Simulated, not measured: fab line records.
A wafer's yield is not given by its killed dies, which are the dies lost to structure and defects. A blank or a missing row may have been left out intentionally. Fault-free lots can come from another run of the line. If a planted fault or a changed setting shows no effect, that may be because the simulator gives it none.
The tool behind it: which one? -- flow gf180mcu -- 33 wafers from 11 lots sampled at 5 of the route's 602 steps

== WHAT THE GAUGES SHOWED, per wafer ==
GF_CONTACT_THK_MEAS_26: measures by xrf.
lot,measured,on,CONTACT_W_THK (nm)
L727,day 16 18:10,film_metro-01,290 284 288
L728,day 17 13:14,film_metro-01,290 292 288
L729,day 18 01:16,film_metro-04,286 283 285
L732,day 18 17:02,film_metro-04,284 278 280
L734,day 19 18:29,film_metro-04,289 290 289
L739,day 21 05:24,film_metro-01,290 287 289
L740,day 21 18:05,film_metro-02,280 284 285
L741,day 22 01:02,film_metro-02,284 285 286
L742,day 22 11:59,film_metro-02,286 289 288
L743,day 22 16:51,film_metro-02,282 285 286
L745,day 23 11:35,film_metro-01,290 284 285

== WHICH TOOL RAN EACH LOT (tool, then ch and the chambers of the sampled wafers, then the start) ==
lot,GF_MVPSD_SOFTBAKE_03,GF_MVPSD_STRIP_10,GF_VT_IMPLANT_STRIP_42,GF_PSD_STRIP_10
L727,"litho_track-04 ch 0, day 5 04:01","plasma_asher-03 ch 0,1, day 5 11:33","plasma_asher-02 ch 0,1, day 8 01:24","plasma_asher-01 ch 0,1, day 14 19:37"
L728,"litho_track-04 ch 0, day 5 10:33","plasma_asher-03 ch 0,1, day 5 18:13","plasma_asher-02 ch 0,1, day 8 09:22","plasma_asher-01 ch 0,1, day 15 12:54"
L729,"litho_track-03 ch 0, day 5 16:08","plasma_asher-03 ch 0,1, day 5 23:46","plasma_asher-02 ch 0,1, day 8 15:47","plasma_asher-04 ch 0,1, day 16 01:20"
L732,"litho_track-04 ch 0, day 6 10:51","plasma_asher-01 ch 0,1, day 6 18:32","plasma_asher-04 ch 0,1, day 9 12:13","plasma_asher-02 ch 0,1, day 16 17:15"
L734,"litho_track-03 ch 0, day 6 22:14","plasma_asher-02 ch 0,1, day 7 06:11","plasma_asher-02 ch 0,1, day 10 01:23","plasma_asher-01 ch 0,1, day 17 16:33"
L739,"litho_track-03 ch 0, day 8 04:49","plasma_asher-03 ch 0,1, day 8 13:39","plasma_asher-04 ch 0,1, day 11 10:52","plasma_asher-01 ch 0,1, day 19 01:43"
L740,"litho_track-03 ch 0, day 8 13:00","plasma_asher-02 ch 0,1, day 8 22:10","plasma_asher-02 ch 0,1, day 11 21:52","plasma_asher-01 ch 0,1, day 19 15:42"
L741,"litho_track-02 ch 0, day 8 16:35","plasma_asher-01 ch 0,1, day 9 00:59","plasma_asher-02 ch 0,1, day 11 23:13","plasma_asher-01 ch 0,1, day 19 23:14"
L742,"litho_track-03 ch 0, day 8 23:49","plasma_asher-01 ch 0,1, day 9 09:12","plasma_asher-04 ch 0,1, day 12 09:27","plasma_asher-01 ch 0,1, day 20 10:14"
L743,"litho_track-03 ch 0, day 9 05:19","plasma_asher-01 ch 0,1, day 9 13:57","plasma_asher-04 ch 0,1, day 12 13:45","plasma_asher-04 ch 0,1, day 20 14:11"
L745,"litho_track-02 ch 0, day 9 16:53","plasma_asher-01 ch 0,1, day 10 01:16","plasma_asher-04 ch 0,1, day 13 04:02","plasma_asher-01 ch 0,1, day 21 09:39"
- GF_MVPSD_SOFTBAKE_03
- GF_MVPSD_STRIP_10: strips in O2/N2.
- GF_VT_IMPLANT_STRIP_42: strips in O2/N2.
- GF_PSD_STRIP_10: strips in O2/N2.

== AS READ BY THE TOOLS THEMSELVES (means over the sampled wafers that have a number; for cases with no such wafer, the mark the record gives instead) ==
GF_MVPSD_SOFTBAKE_03.
lot,tool,heater_power_total_W (W),plate_temp_C (C)
L727,litho_track-04,65.21,110.03
L728,litho_track-04,65.31,109.99
L729,litho_track-03,65.30,110.01
L732,litho_track-04,65.22,110.14
L734,litho_track-03,65.35,109.95
L739,litho_track-03,65.36,110.01
L740,litho_track-03,65.31,110.12
L741,litho_track-02,65.45,109.97
L742,litho_track-03,67.21,112.27
L743,litho_track-03,67.25,112.44
L745,litho_track-02,65.27,109.93

GF_MVPSD_STRIP_10.
lot,tool,chamber_pressure_mTorr (mTorr),drypump_motor_current_A (A),heater_power_w (W),oes_product_au (a.u.),strip_time_to_endpoint_s (s)
L727,plasma_asher-03,1501.5,5.8,333,0.722,37.03
L728,plasma_asher-03,1500.0,5.8,344,0.723,37.09
L729,plasma_asher-03,1501.3,5.7,328,0.723,36.89
L732,plasma_asher-01,1501.1,6.1,392,0.720,37.04
L734,plasma_asher-02,1502.2,5.5,316,0.724,36.91
L739,plasma_asher-03,1500.4,5.7,331,0.725,37.04
L740,plasma_asher-02,1499.2,5.7,311,0.717,37.02
L741,plasma_asher-01,1499.5,6.4,362,0.720,36.86
L742,plasma_asher-01,1500.1,6.1,387,0.726,36.55
L743,plasma_asher-01,1499.1,6.1,386,0.721,36.76
L745,plasma_asher-01,1500.4,6.1,390,0.721,37.12

GF_VT_IMPLANT_STRIP_42.
lot,tool,chamber_pressure_mTorr (mTorr),drypump_motor_current_A (A),heater_power_w (W),oes_product_au (a.u.),strip_time_to_endpoint_s (s)
L727,plasma_asher-02,1500.3,5.5,325,0.718,12.61
L728,plasma_asher-02,1500.4,5.4,320,0.714,12.62
L729,plasma_asher-02,1500.4,5.5,320,0.712,12.66
L732,plasma_asher-04,1501.0,5.2,322,0.717,12.63
L734,plasma_asher-02,1500.3,5.7,311,0.717,12.65
L739,plasma_asher-04,1500.1,5.7,329,0.715,12.66
L740,plasma_asher-02,1500.8,5.7,315,0.712,12.64
L741,plasma_asher-02,1498.3,5.5,324,0.717,12.64
L742,plasma_asher-04,1500.1,5.7,323,0.714,12.66
L743,plasma_asher-04,1500.6,5.3,317,0.715,12.63
L745,plasma_asher-04,1498.8,5.7,327,0.719,12.64

GF_PSD_STRIP_10.
lot,tool,chamber_pressure_mTorr (mTorr),drypump_motor_current_A (A),heater_power_w (W),oes_product_au (a.u.),strip_time_to_endpoint_s (s)
L727,plasma_asher-01,1500.1,6.1,386,0.593,16.58
L728,plasma_asher-01,1500.8,6.1,387,0.593,16.51
L729,plasma_asher-04,1499.3,5.3,322,0.590,16.54
L732,plasma_asher-02,1501.0,5.7,313,0.594,16.52
L734,plasma_asher-01,1499.7,6.4,361,0.593,16.52
L739,plasma_asher-01,1499.9,6.1,403,0.592,16.51
L740,plasma_asher-01,1500.7,6.1,389,0.592,16.55
L741,plasma_asher-01,1501.0,6.3,378,0.590,16.57
L742,plasma_asher-01,1501.0,6.4,380,0.591,16.53
L743,plasma_asher-04,1501.3,5.2,324,0.596,16.51
L745,plasma_asher-01,1500.2,6.3,377,0.590,16.51

== THE ANSWER, worked out from the rows above alone ==
Rule: what is usual is taken from the lots themselves. The widest of any qualifying gaps counts: lots, ordered by their means at a reading, are off when they make up no more than a third of the lots, leave a main group of 4 or more, and stand apart from it by 3 or more times the standard deviation of that group's means. A main group is skipped when, at the precision printed for the reading in the tables above, its means are all equal. Also off: a lot with no number at a reading for which 4 or more lots have one. All remaining lots with rows at the step are treated as sound. First the gauges in route order, then the tools' own readings, where a lot's mean is used as printed above. At the first step where some lot is off, the reading lying furthest off is the one used; lots without a number count as furthest.
Off: L742, L743, at GF_MVPSD_SOFTBAKE_03 (plate_temp_C). The main group has a mean of 110.02 C with a standard deviation of 0.067.
If a tool, at that step or one of the process steps before it, ran each lot that is off and ran no sound lot following the first of them, it fits. One candidate fits, namely litho_track-03 at GF_MVPSD_SOFTBAKE_03. A fault onset in the window from L740 (day 8 13:00, its last sound lot) to L742 (day 8 23:49, its first lot off) fits.
The tool's own readings at GF_MVPSD_SOFTBAKE_03 bear it out: on the lots that are off they differ by more than 5 times the standard deviation of the sound lots' means. heater_power_total_W reads 67.23 W there against 65.31 W on the sound lots; plate_temp_C reads 112.35 C there against 110.02 C on the sound lots.

== WHAT HAD BEEN PUT IN BY THE SIMULATOR ==
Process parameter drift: litho_track-03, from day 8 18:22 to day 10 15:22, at GF_MVPSD_SOFTBAKE_03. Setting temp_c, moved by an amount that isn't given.
Shown lots that were struck: L742, L743. Same finding as the rule above.
